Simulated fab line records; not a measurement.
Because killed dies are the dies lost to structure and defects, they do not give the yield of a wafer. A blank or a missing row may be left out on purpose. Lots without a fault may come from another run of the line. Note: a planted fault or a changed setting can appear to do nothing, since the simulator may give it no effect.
Which tool is to blame? | flow sky130 | 12 lots, 36 wafers sampled, at 6 steps of a route of 708

## WHAT THE GAUGES SHOWED, per wafer
SKY_NWELL_TW_MEAS_15. Usual: for NWELL_TW the level is 1821 and the standard deviation is 7.9.
lot  | measured     | on            | NWELL_TW       | flag
L894 | day 5 06:29  | film-metro-02 | 1807 1810 1798 |
L895 | day 5 14:08  | film-metro-03 | 1832 1820 1837 |
L897 | day 5 22:14  | film-metro-03 | 1827 1832 1825 |
L898 | day 6 02:57  | film-metro-02 | 1812 1821 1821 |
L901 | day 6 19:29  | film-metro-03 | 1820 1809 1821 |
L902 | day 7 02:18  | film-metro-01 | 1761 1766 1751 | OFF
L904 | day 7 10:26  | film-metro-02 | 1771 1771 1768 | OFF
L906 | day 7 22:56  | film-metro-03 | 1768 1761 1772 | OFF
L907 | day 8 05:00  | film-metro-01 | 1836 1829 1821 |
L910 | day 9 01:22  | film-metro-02 | 1840 1818 1827 |
L912 | day 9 14:54  | film-metro-03 | 1829 1821 1829 |
L915 | day 10 14:21 | film-metro-01 | 1820 1828 1825 |

SKY_NWELL_RS_MEAS_29: the measuring method here is four-point-probe. Usual: for NWELL_RS the level is 624.8 ohm/sq and the standard deviation is 1.5.
lot  | measured     | on            | NWELL_RS (ohm/sq) | flag
L894 | day 6 01:05  | film-metro-02 | 623.2 623.9 623.2 |
L895 | day 6 08:31  | film-metro-02 | 622.8 624.2 622.0 |
L897 | day 6 16:19  | film-metro-02 | 622.4 622.6 622.9 |
L898 | day 6 21:37  | film-metro-02 | 624.5 625.8 624.5 |
L901 | day 7 15:21  | film-metro-01 | 623.0 624.6 625.7 |
L902 | day 7 22:31  | film-metro-02 | 669.5 668.3 668.5 | OFF
L904 | day 8 06:29  | film-metro-01 | 667.6 666.0 666.9 | OFF
L906 | day 8 20:18  | film-metro-01 | 666.6 666.1 666.9 | OFF
L907 | day 9 03:05  | film-metro-03 | 626.3 624.5 624.2 |
L910 | day 9 23:26  | film-metro-02 | 623.3 624.9 625.1 |
L912 | day 10 12:02 | film-metro-03 | 625.0 628.1 627.1 |
L915 | day 11 13:26 | film-metro-03 | 624.2 621.6 622.7 |

SKY_SONOS_ONO_THK_MEAS_01. Usual: for SONOS_ONO_OXIDATION_THK the level is 2.60 nm and the standard deviation is 0.066.
lot  | measured     | on            | SONOS_ONO_OXIDATION_THK (nm) | flag
L894 | day 12 07:04 | film-metro-04 | 2.52 2.46 2.60               |
L895 | day 12 20:29 | film-metro-02 | 2.59 2.60 2.62               |
L897 | day 13 07:59 | film-metro-04 | 2.54 2.54 2.49               |
L898 | day 13 13:24 | film-metro-02 | 2.59 2.56 2.54               |
L901 | day 14 13:50 | film-metro-04 | 2.64 2.66 2.64               |
L902 | day 14 23:27 | film-metro-02 | 2.61 2.61 2.62               |
L904 | day 15 09:07 | film-metro-04 | 2.53 2.58 2.58               |
L906 | day 16 04:14 | film-metro-01 | 2.68 2.68 2.76               |
L907 | day 16 12:56 | film-metro-02 | 2.70 2.71 2.71               |
L910 | day 17 14:00 | film-metro-02 | 2.63 2.65 2.62               |
L912 | day 18 06:58 | film-metro-01 | 2.59 2.58 2.62               |
L915 | day 19 18:47 | film-metro-01 | 2.60 2.57 2.50               |

SKY_POLY_GATE_THK_MEAS_21. Usual: for POLY_GATE_OXIDATION_THK the level is 3.99 nm and the standard deviation is 0.086.
lot  | measured     | on            | POLY_GATE_OXIDATION_THK (nm) | flag
L894 | day 17 09:25 | film-metro-04 | 4.22 4.12 4.13               |
L895 | day 17 23:52 | film-metro-03 | 3.86 3.92 3.87               |
L897 | day 18 20:29 | film-metro-03 | 4.09 4.01 4.08               |
L898 | day 18 20:44 | film-metro-01 | 4.03 4.10 4.04               |
L901 | day 20 00:06 | film-metro-03 | 4.05 4.07 3.99               |
L902 | day 20 15:32 | film-metro-03 | 3.86 3.91 3.91               |
L904 | day 20 20:25 | film-metro-04 | 3.99 3.92 3.96               |
L906 | day 21 17:36 | film-metro-03 | 3.91 3.95 3.99               |
L907 | day 22 03:29 | film-metro-01 | 3.92 4.04 3.97               |
L910 | day 23 05:58 | film-metro-03 | 3.90 4.00 3.99               |
L912 | day 23 22:57 | film-metro-03 | 3.91 3.98 3.93               |
L915 | day 25 09:12 | film-metro-04 | 3.92 3.86 3.90               |

## TOOL THAT RAN EACH LOT (tool first, then ch and the chambers of the sampled wafers, then the start)
lot  | SKY_NWELL_IMPLANT_11            | SKY_VT_ADJUST_LVTN_STRIP_09
L894 | implanter-02 ch 0, day 5 05:58  | plasma-asher-03 ch 0, day 7 14:50
L895 | implanter-01 ch 0, day 5 13:35  | plasma-asher-03 ch 0,1, day 7 23:47
L897 | implanter-01 ch 0, day 5 21:41  | plasma-asher-02 ch 0,1, day 8 07:59
L898 | implanter-02 ch 0, day 6 02:24  | plasma-asher-03 ch 0,1, day 8 13:56
L901 | implanter-01 ch 0, day 6 18:56  | plasma-asher-04 ch 0,1, day 9 11:00
L902 | implanter-02 ch 0, day 7 01:45  | plasma-asher-04 ch 0,1, day 9 18:26
L904 | implanter-02 ch 0, day 7 09:54  | plasma-asher-03 ch 0, day 10 01:59
L906 | implanter-02 ch 0, day 7 22:23  | plasma-asher-03 ch 0,1, day 10 17:02
L907 | implanter-01 ch 0, day 8 04:27  | plasma-asher-04 ch 0,1, day 10 22:41
L910 | implanter-01 ch 0, day 9 00:51  | plasma-asher-03 ch 0,1, day 11 21:29
L912 | implanter-01 ch 0, day 9 14:21  | plasma-asher-03 ch 0,1, day 12 11:59
L915 | implanter-02 ch 0, day 10 13:48 | plasma-asher-03 ch 0,1, day 13 16:11
- SKY_NWELL_IMPLANT_11
- SKY_VT_ADJUST_LVTN_STRIP_09: strips in O2/N2.

## AS READ BY THE TOOLS THEMSELVES (means over the sampled wafers that have a number; for cases with no such wafer, the mark the record gives instead)
SKY_NWELL_IMPLANT_11. Usual: beam-energy-keV 400.02, standard deviation 0.14; beam-on-s 9.98 s, standard deviation 0.19.
lot  | tool         | beam-energy-keV | beam-on-s (s) | flag
L894 | implanter-02 | 399.85          | 10.09         |
L895 | implanter-01 | 400.03          | 9.94          |
L897 | implanter-01 | 400.19          | 9.95          |
L898 | implanter-02 | 399.90          | 9.94          |
L901 | implanter-01 | 400.10          | 9.78          |
L902 | implanter-02 | 307.69          | 10.16         | OFF
L904 | implanter-02 | 307.77          | 9.91          | OFF
L906 | implanter-02 | 307.92          | 10.09         | OFF
L907 | implanter-01 | 400.07          | 10.11         |
L910 | implanter-01 | 399.99          | 10.01         |
L912 | implanter-01 | 400.00          | 10.02         |
L915 | implanter-02 | 399.93          | 9.83          |

SKY_VT_ADJUST_LVTN_STRIP_09. Usual: drypump-motor-current-A 6.1 A, standard deviation 0.4; oes-product-au 0.722 a.u., standard deviation 0.0043; strip-time-to-endpoint-s 36.95 s, standard deviation 0.11.
lot  | tool            | drypump-motor-current-A (A) | oes-product-au (a.u.) | strip-time-to-endpoint-s (s) | flag
L894 | plasma-asher-03 | 5.8                         | 0.724                 | 37.02                        |
L895 | plasma-asher-03 | 6.3                         | 0.723                 | 36.96                        |
L897 | plasma-asher-02 | 5.6                         | 0.722                 | 36.92                        |
L898 | plasma-asher-03 | 6.3                         | 0.724                 | 37.11                        |
L901 | plasma-asher-04 | 6.1                         | 0.719                 | 36.98                        |
L902 | plasma-asher-04 | 6.2                         | 0.723                 | 36.95                        |
L904 | plasma-asher-03 | 5.8                         | 0.725                 | 37.00                        |
L906 | plasma-asher-03 | 6.3                         | 0.719                 | 36.85                        |
L907 | plasma-asher-04 | 6.2                         | 0.723                 | 36.94                        |
L910 | plasma-asher-03 | 6.0                         | 0.723                 | 36.81                        |
L912 | plasma-asher-03 | 6.0                         | 0.724                 | 37.01                        |
L915 | plasma-asher-03 | 6.0                         | 0.719                 | 36.84                        |

## THE ANSWER, worked out from the rows above alone
Rule: a lot is off if the mean of its wafers that have a number lies more than 3 standard deviations from the usual mean. Also off: a lot with no number at a reading for which 4 or more lots have one. Where the step has rows for the other lots, those lots are counted as sound. After the gauges, taken in route order, come the tools' own readings; for these a lot's mean is taken, as printed above. The first step at which some lot is off is used, and at that step the reading that is off furthest; a lot without a number counts as furthest.
Off: L902, L904, L906, seen at SKY_NWELL_TW_MEAS_15 (NWELL_TW).
A tool fits if, at a process step before that reading, it ran every lot that is off, and no sound lot after the first of them. Not tried: the gauges at SKY_NWELL_TW_MEAS_15; whatever is off there is also off at SKY_NWELL_IMPLANT_11, on other tools, and gauge error can't account for it. Not one of the candidates tried fits.

## WHAT THE SIMULATOR HAD INSERTED
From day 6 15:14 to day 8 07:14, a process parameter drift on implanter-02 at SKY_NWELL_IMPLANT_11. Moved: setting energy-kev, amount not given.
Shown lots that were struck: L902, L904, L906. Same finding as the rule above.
